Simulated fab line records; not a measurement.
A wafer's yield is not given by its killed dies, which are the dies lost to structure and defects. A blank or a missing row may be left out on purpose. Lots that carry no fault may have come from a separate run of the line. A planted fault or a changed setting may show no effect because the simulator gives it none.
Which of the tools did it? -- flow sky130 -- route of 708 steps, sampled at 1 step: 6 lots, 18 wafers

== WHAT EACH GAUGE READ, for each wafer ==
SKY_VT_ADJUST_LVTN_OVL_MEAS_07.
lot,measured,on,VT_ADJUST_LVTN_OVL (nm)
L758,day 7 00:52,overlay-01,0.8 -0.1 0.4
L763,day 8 13:10,overlay-01,-2.3 -2.6 -2.9
L764,day 9 00:53,overlay-01,-1.7 -0.7 -1.7
L772,day 11 06:01,overlay-02,0.9 1.6 1.7
L778,day 12 15:13,overlay-02,-1.3 -0.3 0.5
L780,day 13 05:43,overlay-02,1.9 1.7 1.9

== WHAT TOOL EACH LOT RAN ON (gives the tool, then ch and the chambers of the sampled wafers, and finally the start) ==
Before these readings, the record contains no process step.

== THE ANSWER, worked out from the rows above alone ==
Rule: usual is defined by the lots themselves. Put in order of their means at a reading, lots are off if they are a third of the lots or fewer, leave a main group of 4 or more, and stand apart from it by a gap of 3 or more times the standard deviation of the main group's means; of several such gaps the widest counts. A main group whose means are all the same, to the digits that the tables above print for the reading, isn't used. Also off: a lot with no number at a reading for which 4 or more lots have one. All remaining lots with rows at the step are treated as sound.
No lot is off on any of the readings shown, so nothing can be concluded from this.

== WHAT WAS PUT IN BY THE SIMULATOR ==
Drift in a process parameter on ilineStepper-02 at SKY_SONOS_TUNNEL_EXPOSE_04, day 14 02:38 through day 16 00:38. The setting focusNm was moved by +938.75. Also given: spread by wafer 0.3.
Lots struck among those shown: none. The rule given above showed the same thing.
